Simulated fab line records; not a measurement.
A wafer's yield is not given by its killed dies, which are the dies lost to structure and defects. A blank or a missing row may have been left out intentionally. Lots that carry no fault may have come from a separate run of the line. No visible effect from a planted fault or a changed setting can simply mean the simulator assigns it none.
fab line records    flow gf180mcu
record: lots: 5  wafers: 15  last-day: 35
route steps=602 shown M3@413
lots with no fault: from the same line, run without faults
start-h: hours from the record's opening day to when the first of the lot's shown wafers began    wait-h: hours elapsed since this lot's preceding step    " unchanged from the row above    L1.1+2: a single row standing in for several wafers    - either no value or no given start    * or withheld: withheld    < > ~ a bound
route shown NAME@n: NAME is a module with steps in the file, n the number in the route of the first one    usual: average and standard deviation across the fault-free wafers    same: alike in all rows    chamber/n: place in a boat    sites: readings site by site    _std_site: their standard deviation    _edge_site: inner sites' mean taken away from outer sites' mean    radius-mm: for every site, how far away it sits from the centre of the wafer    mask NAME#n: copy n    behind: tool/chamber where the wafer was last shaped    hold: reason for holding the lot/hours on hold/outcome of the hold    device: transistor that didn't switch, given as n, p or np    end of line: the route-end tests of the same wafers    a step given without rows: its recipe and nothing more    killed: dies lost to structure and defects at the first sort, not the wafer's yield    map: a wafer's dies, x killed, . not, _ none there
set.NAME: the run value of the setting; set.NAME@STEP: its run value at that earlier step    model.NAME: the simulator's own value behind a step, which no gauge read
certain route steps with their lots: each step a table, each wafer a row
services: when a tool's chamber went out of use (start-h, in hours from the record's first day, below 0 if earlier), for how many hours, and the reason
== steps ==
step: GF_M3_SPUTTER_04
recipe: material: TiN  target-thk-nm: 50  power-w: 6500  time-s: 41.7  chamber-pressure-pa: 0.4
usual: cathode-dc-power-W: 6500.1/1.2  throttle-valve-pct: 29.7/1.3
lot.wafer  tool            chamber  start-h  wait-h  cathode-dc-power-W  throttle-valve-pct
L119.3     pvd-sputter-04  -        483.75   0.0     6499.9              32.1
L119.4     "               -        "        "       6500.3              30.0
L119.5     "               -        "        "       6499.0              28.7
L121.1     pvd-sputter-01  -        507.51   0.0     6500.9              32.0
L121.2     "               -        "        "       6500.8              28.0
L121.6     "               -        "        "       6497.4              30.2
L126.3     pvd-sputter-01  -        555.90   0.0     6500.6              32.0
L126.4     "               -        "        "       6500.5              30.8
L126.5     "               -        "        "       6499.9              29.9
L132.3     pvd-sputter-04  -        596.04   0.0     6498.4              28.9
L132.4     "               -        "        "       6499.2              30.4
L132.5     "               -        "        "       6500.0              29.0
L141.1     pvd-sputter-04  -        659.32   0.0     6499.6              28.9
L141.3     "               -        "        "       6500.3              32.1
L141.5     "               -        "        "       6497.5              28.1
step: GF_M3_RS_MEAS_05
recipe: thk-meas-gauge: four-point-probe  reads: TiN_of_M3_SPUTTER_04+Ti_of_M3_SPUTTER_03+AlCu_of_M3_SPUTTER_02+TiN_of_M3_SPUTTER_01+Ti_of_M3_SPUTTER_00
usual: M3_ALCU_RS: 0.0698/0.00077
lot.wafer  tool           chamber  start-h  wait-h  M3_ALCU_RS[ohm/sq]
L119.3     film-metro-01  -        483.83   0.1     0.0716
L119.4     "              -        "        "       0.0706
L119.5     "              -        "        "       0.0714
L121.1     film-metro-01  -        507.55   0.0     0.0702
L121.2     "              -        "        "       0.0701
L121.6     "              -        "        "       0.0703
L126.3     film-metro-03  -        555.98   0.1     0.0710
L126.4     "              -        "        "       0.0699
L126.5     "              -        "        "       0.0697
L132.3     film-metro-03  -        596.12   0.1     0.0693
L132.4     "              -        "        "       0.0691
L132.5     "              -        "        "       0.0690
L141.1     film-metro-04  -        659.35   0.0     0.0702
L141.3     "              -        "        "       0.0708
L141.5     "              -        "        "       0.0706
step: GF_M3_THK_MEAS_06
recipe: thk-meas-gauge: xrf  reads: AlCu_of_M3_SPUTTER_02
usual: M3_ALCU_THK: 440/5
lot.wafer  tool           chamber  start-h  wait-h  M3_ALCU_THK[nm]
L119.3     film-metro-01  -        483.93   0.1     432
L119.4     "              -        "        "       435
L119.5     "              -        "        "       433
L121.1     film-metro-01  -        507.67   0.1     438
L121.2     "              -        "        "       443
L121.6     "              -        "        "       440
L126.3     film-metro-03  -        556.08   0.1     438
L126.4     "              -        "        "       442
L126.5     "              -        "        "       444
L132.3     film-metro-03  -        596.22   0.1     444
L132.4     "              -        "        "       449
L132.5     "              -        "        "       443
L141.1     film-metro-04  -        659.47   0.1     435
L141.3     "              -        "        "       433
L141.5     "              -        "        "       430
step: GF_M3_DEHYDRATE_07
recipe: temp-c: 200  time-s: 60
step: GF_M3_HMDS_08
recipe: prime-time-s: 60  prime-temp-c: 120
step: GF_M3_COAT_09
recipe: resist: KrF  spin-rpm: withheld  resist-thk-nm: 1000
step: GF_M3_SOFTBAKE_10
recipe: temp-c: 130  time-s: 60  resist: KrF
step: GF_M3_EXPOSE_11
recipe: mask-id: Metal3  target-cd-nm: 280  na: 0.68  source-shape: conventional  sigma-outer: 0.6  dose-mj: 28
step: GF_M3_PEB_12
recipe: peb-temp-c: 135  peb-time-s: 90  resist: KrF
step: GF_M3_DEVELOP_13
recipe: develop-time-s: 60  dev-temp-c: 21
step: GF_M3_CD_MEAS_14
recipe: target-cd-nm: 280
usual: cd-nm: 280.0/1.3
lot.wafer  tool       chamber  start-h  wait-h  cd-nm
L119.3     cd-sem-02  -        508.31   0.1     280.7
L119.4     "          -        "        "       280.7
L119.5     "          -        "        "       280.0
L121.1     cd-sem-02  -        530.82   0.1     278.2
L121.2     "          -        "        "       278.7
L121.6     "          -        "        "       278.7
L126.3     cd-sem-01  -        577.89   0.1     278.3
L126.4     "          -        "        "       280.0
L126.5     "          -        "        "       279.2
L132.3     cd-sem-01  -        617.24   0.1     278.1
L132.4     "          -        "        "       279.3
L132.5     "          -        "        "       280.7
L141.1     cd-sem-02  -        678.87   0.1     280.0
L141.3     "          -        "        "       279.6
L141.5     "          -        "        "       279.3
step: GF_M3_OVL_MEAS_15
usual: M3_OVL: -4/5.5
lot.wafer  tool        chamber  start-h  wait-h  M3_OVL[nm]
L119.3     overlay-02  -        508.40   0.1     -2
L119.4     "           -        "        "       -6
L119.5     "           -        "        "       -4
L121.1     overlay-01  -        530.94   0.1     -2
L121.2     "           -        "        "       8
L121.6     "           -        "        "       0
L126.3     overlay-01  -        577.98   0.1     -6
L126.4     "           -        "        "       -8
L126.5     "           -        "        "       -1
L132.3     overlay-02  -        617.33   0.1     -6
L132.4     "           -        "        "       -8
L132.5     "           -        "        "       -7
L141.1     overlay-01  -        678.99   0.1     10
L141.3     "           -        "        "       5
L141.5     "           -        "        "       4
step: GF_M3_METAL_ETCH_16
recipe: chemistry: Cl2/BCl3  mask-material: KrF  target-depth-nm: 750.8  stop-on: SiO2  pressure-mtorr: 8  icp-w: 800  bias-w: 140  Cl2_flow_sccm: 80  bcl3-flow-sccm: 40  time-s: 125.1
usual: chamber-pressure-mTorr: 7.999/0.0069  drypump-motor-current-A: 5.8/0.33  oes-product-au: 0.995/0.0055  rf-fwd-power-W: 796/3  throttle-valve-pct: 28.226/0.01
lot.wafer  tool          chamber  start-h  wait-h  chamber-pressure-mTorr  drypump-motor-current-A  oes-product-au  rf-fwd-power-W  rf-hours-counter-h  throttle-valve-pct  model.KrF_of_M3_COAT_09.thk-nm
L119.3     rie-metal-04  0        508.47   0.1     7.996                   5.7                      0.997           799             -                   28.210              671.5
L119.4     "             1        "        "       8.005                   5.8                      0.992           796             -                   28.222              678.3
L119.5     "             0        "        "       7.999                   5.7                      1.005           799             -                   28.237              677.1
L121.1     rie-metal-03  1        530.98   0.0     8.007                   5.6                      0.996           790             8                   28.217              678.9
L121.2     "             0        "        "       8.004                   6.3                      0.997           793             12                  28.215              672.2
L121.6     "             0        "        "       7.983                   6.3                      0.989           790             -                   28.228              672.9
L126.3     rie-metal-03  1        578.05   0.1     8.005                   5.6                      0.890           791             -                   28.344              732.5
L126.4     "             0        "        "       8.000                   6.3                      1.003           795             -                   28.213              662.9
L126.5     "             1        "        "       8.006                   5.6                      0.895           799             -                   28.351              734.9
L132.3     rie-metal-04  0        617.40   0.1     8.006                   5.7                      1.001           797             -                   28.226              674.3
L132.4     "             1        "        "       7.998                   5.8                      0.992           798             -                   28.222              675.3
L132.5     "             1        "        "       7.996                   5.8                      1.002           797             -                   28.209              674.3
L141.1     rie-metal-01  1        679.02   0.0     8.005                   5.3                      0.992           795             2                   28.233              685.1
L141.3     "             0        "        "       7.990                   6.2                      0.989           798             -                   28.224              682.1
L141.5     "             1        "        "       7.998                   5.3                      1.000           794             -                   28.222              684
step: GF_M3_STRIP_17
recipe: chemistry: O2/N2  power-w: 1400  pressure-mtorr: 1500  platen-temp-c: 250  o2-flow-sccm: 3000  n2-flow-sccm: 300  overash-fraction: 0.5
usual: chamber-pressure-mTorr: 1500.0/1.4  drypump-motor-current-A: 6.1/0.35  heater-power-w: 325/34  n2-flow-sccm: 299.9/0.95  o2-flow-sccm: 3001/9.7  oes-product-au: 0.535/0.0051  strip-time-to-endpoint-s: 7.32/0.051
lot.wafer  tool             chamber  start-h  wait-h  chamber-pressure-mTorr  drypump-motor-current-A  heater-power-w  n2-flow-sccm  o2-flow-sccm  oes-product-au  rf-hours-counter-h  strip-time-to-endpoint-s
L119.3     plasma-asher-02  1        508.59   0.1     1499.7                  6.5                      275             298.9         2984          0.535           -                   7.28
L119.4     "                0        "        "       1500.7                  5.8                      295             299.3         2990          0.536           -                   7.33
L119.5     "                1        "        "       1499.7                  6.5                      283             300.9         2988          0.525           -                   7.32
L121.1     plasma-asher-02  1        531.10   0.1     1497.9                  6.5                      287             300.8         2989          0.534           91                  7.34
L121.2     "                0        "        "       1499.8                  5.8                      308             301.0         3003          0.530           91                  7.27
L121.6     "                0        "        "       1499.9                  5.8                      303             300.2         2993          0.535           -                   7.28
L126.3     plasma-asher-04  1        578.17   0.1     1499.0                  6.2                      331             299.8         3001          0.546           -                   7.85
L126.4     "                0        "        "       1498.4                  5.7                      355             299.9         2998          0.526           -                   7.18
L126.5     "                0        "        "       1500.5                  5.7                      353             300.4         2997          0.570           -                   7.87
L132.3     plasma-asher-03  0        617.52   0.1     1496.5                  6.6                      285             300.0         2984          0.538           -                   7.28
L132.4     "                1        "        "       1499.6                  5.7                      367             299.9         3010          0.535           -                   7.28
L132.5     "                0        "        "       1498.8                  6.6                      290             300.1         2989          0.533           -                   7.29
L141.1     plasma-asher-04  0        679.15   0.1     1501.4                  5.7                      364             300.4         3017          0.537           87                  7.39
L141.3     "                0        "        "       1501.0                  5.8                      356             300.7         3010          0.536           -                   7.37
L141.5     "                1        "        "       1503.6                  6.2                      339             300.1         2991          0.533           -                   7.36
step: GF_M3_STRIP_18
recipe: chemistry: post-etch-residue-remover  time-s: 1200  temp-c: 72.5
== services ==
tool             chamber  start-h  hours  kind
plasma-asher-03  -        474.20   2.5    repair
rie-metal-01     0        487.35   -      clean
rie-metal-01     0        487.35   18.2   scheduled-down
rie-metal-01     0        487.35   18.2   vent-cycle
pvd-sputter-04   0        498.55   -      consumable-replace:kit
pvd-sputter-04   0        498.55   18.0   scheduled-down
pvd-sputter-04   0        498.55   18.0   vent-cycle
plasma-asher-04  -        534.54   14.6   pm
plasma-asher-02  -        544.10   4.6    repair
rie-metal-01     -        608.41   0.3    repair
pvd-sputter-01   2        618.29   -      consumable-replace:kit
pvd-sputter-01   2        618.29   18.0   scheduled-down
pvd-sputter-01   2        618.29   18.0   vent-cycle
pvd-sputter-04   -        619.33   3.0    repair
rie-metal-01     1        620.35   -      clean
rie-metal-01     1        620.35   14.5   scheduled-down
rie-metal-01     1        620.35   14.5   vent-cycle
rie-metal-03     0        625.58   -      clean
rie-metal-03     0        625.58   16.0   scheduled-down
rie-metal-03     0        625.58   16.0   vent-cycle
pvd-sputter-01   -        636.26   2.1    repair
pvd-sputter-04   3        670.98   -      consumable-replace:kit
pvd-sputter-04   3        670.98   18.0   scheduled-down
pvd-sputter-04   3        670.98   18.0   vent-cycle
== key ==
first-sign: step: GF_M3_METAL_ETCH_16  reading: oes-product-au  direction: down  sigmas: 18  usual: 0.995  struck: 0.893
effect: step: GF_M3_METAL_ETCH_16  reading: throttle-valve-pct  direction: up  sigmas: 12  usual: 28.226  struck: 28.348
effect: step: GF_M3_STRIP_17  reading: strip-time-to-endpoint-s  direction: up  sigmas: 11  usual: *  struck: *
model-effect: step: GF_M3_METAL_ETCH_16  value: KrF_of_M3_COAT_09.thk-nm  without: 669.2  struck: 733.7
met-at GF_M3_METAL_ETCH_16
struck-wafers L126.3,L126.5
sort-left-out L126.3,L126.5
onset-between 530.98 578.05
fault: kind: process-parameter-drift  tool: rie-metal-03  chamber: 1  onset-h: 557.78  steps: GF_M3_METAL_ETCH_16  channel: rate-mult  offset: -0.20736  shape: step  end-h: 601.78
sort-left-out: the simulated sort isn't trusted on such a fault, so these wafers' sort isn't shown, and their yield isn't known
